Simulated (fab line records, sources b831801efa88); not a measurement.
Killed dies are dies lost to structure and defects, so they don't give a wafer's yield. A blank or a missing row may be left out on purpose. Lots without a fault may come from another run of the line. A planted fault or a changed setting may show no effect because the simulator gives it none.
A struck lot beside a sound one | flow gf180mcu | 16 steps out of a route of 602
Sound: wafers L250.1, L250.3, L250.4. Struck: wafer L267.2. (L267.1 of the same lot was not struck and is left out.) The cause comes at the end.
At each step with rows: each side's tool, then ch and its chambers, then its first start. Under that, the readings that differ: sound wafers | struck wafers | difference of the means | sigmas: that difference in standard deviations of wafers without a fault.
alike: readings whose means differ by less than 2 such deviations, and words and numbers that are the same on both sides. not compared: withheld readings, readings that some wafer has no value for, bounds like >300 that may hide the same value, and numbers for which the record gives no deviation and whose values overlap.
The two part at a step that has a row with sigmas, a row that says differs or no value, or rows on one side only. Numbers that don't overlap but have no deviation are shown without sigmas and don't part them. A reading that every wafer of one side lacks parts them only if that side has two wafers or more.

GF_M4_SPUTTER_04: material TiN, target thk 50 nm, time 41.7 s.
  sound on pvd_sputter-01, day 22 09:41; struck on pvd_sputter-03, day 28 12:37
  alike: cathode_dc_power_W, throttle_valve_pct
GF_M4_RS_MEAS_05: measures by four-point-probe.
  sound on film_metro-01, day 22 09:43; struck on film_metro-01, day 28 12:40
  alike: M4_ALCU_RS
GF_M4_THK_MEAS_06: measures by xrf.
  sound on film_metro-01, day 22 09:50; struck on film_metro-01, day 28 12:47
  alike: M4_ALCU_THK
then, 7 steps without rows for these wafers: GF_M4_DEHYDRATE_07 (time 60 s); GF_M4_HMDS_08 (prime time 60 s); GF_M4_COAT_09 (resist thk 1000 nm); GF_M4_SOFTBAKE_10 (time 60 s); GF_M4_EXPOSE_11 (exposes mask Metal4, target cd 280 nm); GF_M4_PEB_12 (peb time 90 s); GF_M4_DEVELOP_13 (develop time 60 s).
GF_M4_CD_MEAS_14: target cd 280 nm.
  sound on cd_sem-02, day 23 08:41; struck on cd_sem-02, day 29 08:46
  reading    | sound             | struck | difference | sigmas
  cd_nm (nm) | 279.7 278.0 279.3 | 281.9  | +2.9       | +3
GF_M4_OVL_MEAS_15:
  sound on overlay-02, day 23 08:49; struck on overlay-01, day 29 08:53
  alike: M4_OVL
GF_M4_METAL_ETCH_16: etches the open film in Cl2/BCl3, stops on SiO2, target depth 750.8 nm, time 125.1 s.
  sound on rie_metal-02 ch 0, day 23 08:50; struck on rie_metal-02 ch 1, day 29 08:55
  reading                             | sound         | struck | difference | sigmas
  model.KrF_of_M4_COAT_09.thk_nm (nm) | 681 675 678.7 | 576.4  | -101.8     |
  alike: bias_w, drypump_motor_current_A, oes_product_au, throttle_valve_pct
  not compared: rf_hours_counter_h
GF_M4_STRIP_17: strips in O2/N2.
  sound on plasma_asher-03 ch 0,1, day 23 09:06; struck on plasma_asher-03 ch 0, day 29 09:02
  reading                      | sound             | struck | difference | sigmas
  oes_product_au (a.u.)        | 0.531 0.535 0.530 | 0.485  | -0.047     | -8
  strip_time_to_endpoint_s (s) | 7.34 7.28 7.33    | 6.30   | -1.02      | -14
  alike: drypump_motor_current_A, heater_power_w
  not compared: rf_hours_counter_h
then, 2 steps without rows for these wafers: GF_M4_STRIP_18 (strips in post etch residue remover, time 1200 s); GF_PASSIVATION_PROBE_99.

WHERE THEY PART
First at GF_M4_CD_MEAS_14; last, within this record, at GF_M4_STRIP_17.

WHY: what the simulator had put in
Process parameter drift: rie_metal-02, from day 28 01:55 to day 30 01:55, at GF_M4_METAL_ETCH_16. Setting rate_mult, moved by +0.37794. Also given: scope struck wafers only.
